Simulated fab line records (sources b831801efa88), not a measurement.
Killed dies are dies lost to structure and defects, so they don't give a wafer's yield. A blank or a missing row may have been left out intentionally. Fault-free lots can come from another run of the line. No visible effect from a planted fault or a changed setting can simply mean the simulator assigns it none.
Shared-tool check -- flow sky130 -- Lots sampled 13, wafers sampled 39

WHAT PROMPTED THE OPENING
On 2 of the 13 lots, a flag is raised at SKY_VT_ADJUST_HVTR_CD_MEAS_07 on the reading cd_nm. Wafers without a fault read 380.1 nm, standard deviation 2.8.
Rule: flag the lot when none of its wafers has a number, or when each of its wafers that has one lies beyond 4 standard deviations from that mean. The rest of the lots are taken to be sound.

lot,measured,on,"cd_nm (nm), wafer by wafer",flag
L406,day 9 10:23,cd_sem-01,382.6 381.8 381.6,
L407,day 9 13:10,cd_sem-01,385.0 387.8 387.0,
L408,day 9 21:06,cd_sem-02,377.8 376.5 377.3,
L413,day 11 04:46,cd_sem-01,409.5 406.0 406.9,FLAGGED
L415,day 12 13:44,cd_sem-02,408.5 410.0 409.5,FLAGGED
L420,day 14 00:22,cd_sem-02,382.3 383.3 380.6,
L424,day 14 21:46,cd_sem-02,375.6 379.1 379.5,
L423,day 14 23:20,cd_sem-01,377.5 376.8 380.4,
L425,day 15 07:40,cd_sem-01,382.4 381.8 381.3,
L426,day 15 14:29,cd_sem-02,376.9 377.2 377.1,
L427,day 15 18:46,cd_sem-01,378.2 376.9 376.5,
L428,day 16 00:10,cd_sem-01,382.5 380.9 380.6,
L429,day 16 13:19,cd_sem-01,383.2 379.2 382.8,
Average over the flagged lots: 408.4 nm; offset from the usual +28.3 nm, equal to +10 standard deviations.

EACH LOT AND THE TOOL IT RAN ON
The record keeps 1 process step preceding the reading, out of 708 steps on the route. Read each cell as the tool, then ch plus the chambers that the sampled wafers visited, then the start.
lot,flag,SKY_VT_ADJUST_HVTR_DEVELOP_06
L406,,"litho_track-01 ch 0, day 9 10:14"
L407,,"litho_track-03 ch 0, day 9 13:01"
L408,,"litho_track-01 ch 0, day 9 20:58"
L413,FLAGGED,"litho_track-03 ch 0, day 11 04:37"
L415,FLAGGED,"litho_track-03 ch 0, day 12 13:35"
L420,,"litho_track-01 ch 0, day 14 00:13"
L424,,"litho_track-04 ch 0, day 14 21:37"
L423,,"litho_track-01 ch 0, day 14 23:11"
L425,,"litho_track-01 ch 0, day 15 07:32"
L426,,"litho_track-03 ch 0, day 15 14:20"
L427,,"litho_track-01 ch 0, day 15 18:37"
L428,,"litho_track-03 ch 0, day 16 00:01"
L429,,"litho_track-04 ch 0, day 16 13:10"
These steps, and what they do:
- SKY_VT_ADJUST_HVTR_DEVELOP_06: develop time 60 s.
- SKY_VT_ADJUST_HVTR_CD_MEAS_07: target cd 380 nm.

FLAGGED OVER TOTAL, TOOL BY TOOL (the gauges that took the reading come last)
step,tool,lots run,flagged,share of the flagged lots,sound lots run after its first flagged lot
SKY_VT_ADJUST_HVTR_DEVELOP_06,litho_track-01,6,0,none,-
SKY_VT_ADJUST_HVTR_DEVELOP_06,litho_track-03,5,2,all,"2 (L426,L428)"
SKY_VT_ADJUST_HVTR_DEVELOP_06,litho_track-04,2,0,none,-
SKY_VT_ADJUST_HVTR_CD_MEAS_07,cd_sem-01,8,1,some,"5 (L423,L425,L427,L428,L429)"
SKY_VT_ADJUST_HVTR_CD_MEAS_07,cd_sem-02,5,1,some,"3 (L420,L424,L426)"

WHAT THE TABLE ALLOWS
Rows of the table that ran each flagged lot: 1, that is litho_track-03 at SKY_VT_ADJUST_HVTR_DEVELOP_06.
- litho_track-03 at SKY_VT_ADJUST_HVTR_DEVELOP_06 ran 5 lots, 2 of them flagged. Sound lots followed the first flagged one (L426, L428) on it, something a lasting fault affecting the whole tool could not allow.
There is no row in the table that ran each flagged lot and no sound lot after the first.

WHAT WAS PUT IN BY THE SIMULATOR
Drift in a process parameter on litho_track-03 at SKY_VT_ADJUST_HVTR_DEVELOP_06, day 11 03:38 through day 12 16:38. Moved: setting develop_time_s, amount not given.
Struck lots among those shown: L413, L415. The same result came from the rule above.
